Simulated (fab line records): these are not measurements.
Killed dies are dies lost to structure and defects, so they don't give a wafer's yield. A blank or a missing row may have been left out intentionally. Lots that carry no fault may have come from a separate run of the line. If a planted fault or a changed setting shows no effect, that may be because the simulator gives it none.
The tool behind it: which one? + flow sky130 + 13 lots with 39 wafers sampled at 3 steps, on a route of 708 steps

WHAT THE GAUGES SHOWED, per wafer
SKY_VIA2_THK_MEAS_01. Usual: for VIA2_HDPCVD_THK the level is 1175 nm and the standard deviation is 11.
| lot  | measured     | on            | VIA2_HDPCVD_THK (nm) | flag |
|------|--------------|---------------|----------------------|------|
| L301 | day 35 04:14 | film-metro-04 | 1180 1202 1197       |      |
| L303 | day 36 07:02 | film-metro-04 | 1172 1173 1174       |      |
| L304 | day 36 12:49 | film-metro-04 | 1172 1171 1171       |      |
| L305 | day 37 14:56 | film-metro-01 | 1173 1174 1162       |      |
| L306 | day 37 19:11 | film-metro-04 | 1183 1175 1180       |      |
| L308 | day 38 09:23 | film-metro-02 | 1184 1177 1183       |      |
| L311 | day 38 11:38 | film-metro-01 | 1164 1167 1153       |      |
| L310 | day 38 13:27 | film-metro-04 | 1175 1172 1181       |      |
| L312 | day 38 23:40 | film-metro-01 | 1169 1181 1156       |      |
| L313 | day 39 07:20 | film-metro-02 | 1183 1161 1166       |      |
| L314 | day 39 12:26 | film-metro-02 | 1182 1181 1166       |      |
| L319 | day 41 05:23 | film-metro-01 | 1163 1171 1173       |      |
| L322 | day 41 23:56 | film-metro-02 | 1182 1189 1164       |      |

SKY_VIA2_THK_MEAS_23: measures by xrf. Usual: for VIA2_W_THK the level is 418 nm and the standard deviation is 10.
| lot  | measured     | on            | VIA2_W_THK (nm) | flag |
|------|--------------|---------------|-----------------|------|
| L301 | day 36 08:29 | film-metro-04 | 405 400 410     |      |
| L303 | day 37 11:24 | film-metro-02 | 417 420 422     |      |
| L304 | day 37 16:32 | film-metro-01 | 422 426 431     |      |
| L305 | day 38 18:10 | film-metro-02 | 414 416 415     |      |
| L306 | day 38 22:44 | film-metro-02 | 417 416 422     |      |
| L308 | day 39 11:50 | film-metro-01 | 438 428 439     |      |
| L311 | day 39 14:51 | film-metro-01 | 437 437 438     |      |
| L310 | day 39 16:28 | film-metro-01 | 436 429 431     |      |
| L312 | day 40 02:04 | film-metro-02 | 419 424 421     |      |
| L313 | day 40 09:36 | film-metro-04 | 406 399 406     |      |
| L314 | day 40 14:44 | film-metro-01 | 415 415 416     |      |
| L319 | day 42 06:07 | film-metro-01 | 435 433 433     |      |
| L322 | day 43 00:31 | film-metro-02 | 426 427 419     |      |

EACH LOT AND THE TOOL THAT RAN IT (in order: tool; ch and the chambers of the sampled wafers; start)
| lot  | SKY_METAL2_SPUTTER_02        |
|------|------------------------------|
| L301 | pvd-sputter-02, day 34 00:47 |
| L303 | pvd-sputter-02, day 35 02:34 |
| L304 | pvd-sputter-03, day 35 09:26 |
| L305 | pvd-sputter-04, day 36 11:40 |
| L306 | pvd-sputter-04, day 36 16:06 |
| L308 | pvd-sputter-04, day 37 05:54 |
| L311 | pvd-sputter-03, day 37 08:37 |
| L310 | pvd-sputter-02, day 37 10:13 |
| L312 | pvd-sputter-02, day 37 21:04 |
| L313 | pvd-sputter-04, day 38 05:01 |
| L314 | pvd-sputter-03, day 38 10:55 |
| L319 | pvd-sputter-03, day 40 03:34 |
| L322 | pvd-sputter-04, day 40 22:40 |
- SKY_METAL2_SPUTTER_02: material AlCu, target thk 250 nm, time 13.3 s.

WHAT THE TOOLS THEMSELVES READ (means of the sampled wafers that have a number; where no wafer has one, the mark that the record gives instead)
SKY_METAL2_SPUTTER_02. Usual: throttle-valve-pct reads 29.3 % (standard deviation 0.87).
| lot  | tool           | throttle-valve-pct (%) | flag |
|------|----------------|------------------------|------|
| L301 | pvd-sputter-02 | 29.4                   |      |
| L303 | pvd-sputter-02 | 29.2                   |      |
| L304 | pvd-sputter-03 | 29.7                   |      |
| L305 | pvd-sputter-04 | 28.2                   |      |
| L306 | pvd-sputter-04 | 29.5                   |      |
| L308 | pvd-sputter-04 | 30.4                   |      |
| L311 | pvd-sputter-03 | 29.5                   |      |
| L310 | pvd-sputter-02 | 28.7                   |      |
| L312 | pvd-sputter-02 | 29.1                   |      |
| L313 | pvd-sputter-04 | 28.8                   |      |
| L314 | pvd-sputter-03 | 29.4                   |      |
| L319 | pvd-sputter-03 | 29.3                   |      |
| L322 | pvd-sputter-04 | 27.9                   |      |

THE ANSWER, worked out from the rows above alone
Rule: lot off if the mean of its wafers having a number is beyond 3 standard deviations from the usual mean. Also off: a lot with no number at a reading for which 4 or more lots have one. The other lots that the step has rows for count as sound. The gauges are gone through in route order, then the tools' own readings, and for those a lot's mean is taken as printed above. At the first step where some lot is off, the reading lying furthest off is the one used; lots without a number count as furthest.
Nothing can be told from this: no lot is off at any reading shown.

WHAT THE SIMULATOR HAD PUT IN
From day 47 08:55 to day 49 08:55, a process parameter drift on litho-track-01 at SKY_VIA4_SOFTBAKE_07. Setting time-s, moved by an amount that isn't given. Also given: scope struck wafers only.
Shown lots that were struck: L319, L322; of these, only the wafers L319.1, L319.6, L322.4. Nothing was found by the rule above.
